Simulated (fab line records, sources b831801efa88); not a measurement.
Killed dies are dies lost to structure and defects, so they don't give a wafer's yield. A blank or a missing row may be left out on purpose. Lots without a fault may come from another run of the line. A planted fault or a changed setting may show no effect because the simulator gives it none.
A struck lot beside a sound one | flow sky130 | 26 steps out of a route of 708
Sound: wafers L611.2, L611.3, L611.6. Struck: wafers L623.1, L623.3. (L623.6 of the same lot was not struck and is left out.) The cause comes at the end.
At each step with rows: each side's tool, then ch and its chambers, then its first start. Under that, the readings that differ: sound wafers | struck wafers | difference of the means | sigmas: that difference in standard deviations of wafers without a fault.
alike: readings whose means differ by less than 2 such deviations, and words and numbers that are the same on both sides. not compared: withheld readings, readings that some wafer has no value for, bounds like >300 that may hide the same value, and numbers for which the record gives no deviation and whose values overlap.
The two part at a step that has a row with sigmas, a row that says differs or no value, or rows on one side only. Numbers that don't overlap but have no deviation are shown without sigmas and don't part them. A reading that every wafer of one side lacks parts them only if that side has two wafers or more.

first, 8 steps without rows for these wafers: SKY_FIELD_ISO_DEHYDRATE_05 (time 60 s); SKY_FIELD_ISO_HMDS_06 (prime time 60 s); SKY_FIELD_ISO_COAT_07 (resist thk 60 nm); SKY_FIELD_ISO_COAT_08 (resist thk 450 nm); SKY_FIELD_ISO_SOFTBAKE_09 (time 90 s); SKY_FIELD_ISO_EXPOSE_10 (exposes mask FOM, target cd 150 nm); SKY_FIELD_ISO_PEB_11; SKY_FIELD_ISO_DEVELOP_12 (develop time 60 s).
SKY_FIELD_ISO_CD_MEAS_13: target cd 150 nm.
  sound on cd_sem-01, day 3 07:10; struck on cd_sem-02, day 5 18:48
  alike: cd_nm
SKY_FIELD_ISO_ETCH_14: etches BARC in N2/H2, stops on SiO2, time 45.9 s, target depth 60 nm.
  sound on rie_diel-04 ch 0,2,3, day 3 07:16; struck on rie_diel-03 ch 0,3, day 5 18:55
  alike: drypump_motor_current_A, oes_product_au, run_length_s, throttle_valve_pct
  not compared: rf_hours_counter_h
SKY_FIELD_ISO_ETCH_15: etches the open film in CHF3/O2, stops on Si, target depth 180 nm, time 72 s.
  sound on rie_diel-04 ch 0,2,3, day 3 07:19; struck on rie_diel-03 ch 0,3, day 5 18:58
  alike: O2_flow_sccm, drypump_motor_current_A, oes_product_au, run_length_s, throttle_valve_pct
  not compared: rf_hours_counter_h
SKY_FIELD_ISO_STRIP_16: strips in O2/N2.
  sound on plasma_asher-04 ch 0,1, day 3 07:22; struck on plasma_asher-04 ch 0,1, day 5 19:01
  reading                      | sound             | struck      | difference | sigmas
  strip_time_to_endpoint_s (s) | 3.547 3.539 3.581 | 3.499 3.486 | -0.063     | -3
  alike: drypump_motor_current_A, oes_product_au
  not compared: rf_hours_counter_h
SKY_FIELD_ISO_ETCH_17: etches Si in HBr/Cl2/O2, target depth 342 nm, time 97.7 s.
  sound on rie_si-02 ch 0,1,2, day 3 07:28; struck on rie_si-02 ch 0,2, day 5 19:07
  reading                                     | sound             | struck      | difference | sigmas
  run_length_s (s)                            | 125.3 126.5 125.3 | 92.0 91.1   | -34.2      | -74
  model.FIELD_ISO.feature_depth_nm (nm)       | 344.8 340.4 335.8 | 220.4 220.8 | -119.7     |
  model.etch.depth_nm (nm)                    | 344.8 340.4 335.8 | 220.4 220.8 | -119.7     |
  model.Si3N4_of_FIELD_ISO_CVD_03.thk_nm (nm) | 151.4 151 153.3   | 157.5 156.9 | +5.3       |
  alike: O2_flow_sccm, drypump_motor_current_A, mfc_cl2_sccm, oes_product_au, throttle_valve_pct
  not compared: rf_hours_counter_h
then, 5 steps without rows for these wafers: SKY_FIELD_ISO_WET_ETCH_18 (etches Si3N4 in H3PO4, target depth 25 nm, time 286 s); SKY_FIELD_ISO_CLEAN_19 (cleans in SC1/SC2, time 150 s); SKY_FIELD_ISO_CLEAN_20 (cleans in dHF, time 20 s); SKY_FIELD_ISO_WET_ETCH_21 (etches SiO2 in dHF, target depth 20 nm, time 400 s); SKY_FIELD_ISO_OXIDATION_22 (stabilise 600 s, purge 300 s, target thk 10 nm).
SKY_FIELD_ISO_THK_MEAS_23:
  sound on film_metro-04, day 3 16:55; struck on film_metro-03, day 5 21:05
  alike: FIELD_ISO_OXIDATION_01_THK
then, 1 step without rows for these wafers: SKY_FIELD_ISO_CVD_24 (deposits SiO2, target thk 595 nm, time 99.2 s).
SKY_FIELD_ISO_THK_MEAS_25:
  sound on film_metro-04, day 3 17:03; struck on film_metro-03, day 5 21:13
  alike: FIELD_ISO_CVD_24_THK
then, 1 step without rows for these wafers: SKY_FIELD_ISO_ANNEAL_26 (time 1800 s).
SKY_FIELD_ISO_CMP_27: polishes, stops on Si3N4, t overpolish 16 s, target thk 457.8 nm.
  sound on cmp-02 ch 0,1,3, day 4 01:22; struck on cmp-01 ch 2,3, day 5 22:49
  alike: motor_current_A, overpolish_run_s, platen_rpm, time_to_endpoint_s
SKY_FIELD_ISO_WET_ETCH_28: etches SiO2 in dHF, target depth 23.7 nm, time 47 s.
  sound on wet_bench-04 ch 1, day 4 01:37; struck on wet_bench-04 ch 0, day 5 23:04
  reading                                     | sound           | struck    | difference | sigmas
  model.Si3N4_of_FIELD_ISO_CVD_03.thk_nm (nm) | 120.4 120 122.2 | 126 125.3 | +5         |
  alike: run_length_s
then, 1 step without rows for these wafers: SKY_FIELD_ISO_WET_ETCH_29 (etches Si3N4 in H3PO4, target depth 160 nm, time 1825 s).
-- the record jumps here: 44 days lie between the struck wafers' starts before and after (it left off in module FIELD_ISO and takes up again in module PAD_OPEN, whose first step shown is number 708 of the route) --
SKY_PAD_OPEN_PROBE_99:
  sound on prober-02, day 47 22:28; struck on prober-01, day 50 00:28
  reading                                 | sound                         | struck              | difference | sigmas
  killed_at_contacts                      | 39 36 21                      | 18 19               | -14        | -2
  killed_dies                             | 98 107 97                     | 83 79               | -20        | -2
  model.etest.res_p_drift_20v.line_ohm_um | 1.31e+04 1.259e+04 1.232e+04  | 7715 7796           | -4914      |
  model.etest.res_p_drift_20v.rs_ohm_sq   | 1.07e+04 1.038e+04 1.013e+04  | 6467 6492           | -3924      |
  model.etest.pfet_16v.r_on_ohm_um        | 1.629e+04 1.582e+04 1.542e+04 | 1.265e+04 1.246e+04 | -3.288e+03 |
  model.etest.res_iso_pwell.rs_ohm_sq     | 4116 3938 3724                | 1867 1868           | -2058      |
  model.etest.nfet_16v.r_on_ohm_um        | 1.433e+04 1.407e+04 1.404e+04 | 1.346e+04 1.321e+04 | -8.117e+02 |
  model.etest.res_iso_pwell.line_ohm_um   | 1581 1489 1422                | 695.7 700.5         | -799.2     |
  model.etest.res_nwell.line_ohm_um       | 1125 1105 1103                | 893.9 865           | -231.5     |
  model.etest.res_nwell.rs_ohm_sq         | 968.3 951.7 936.3             | 732 721.8           | -225       |
  alike: killed_at_M0_to_M3, killed_at_M4_up, killed_at_front_end, killed_at_other, killed_open, killed_short

WHERE THEY PART
First at SKY_FIELD_ISO_STRIP_16; last, within this record, at SKY_PAD_OPEN_PROBE_99.

WHY: what the simulator had put in
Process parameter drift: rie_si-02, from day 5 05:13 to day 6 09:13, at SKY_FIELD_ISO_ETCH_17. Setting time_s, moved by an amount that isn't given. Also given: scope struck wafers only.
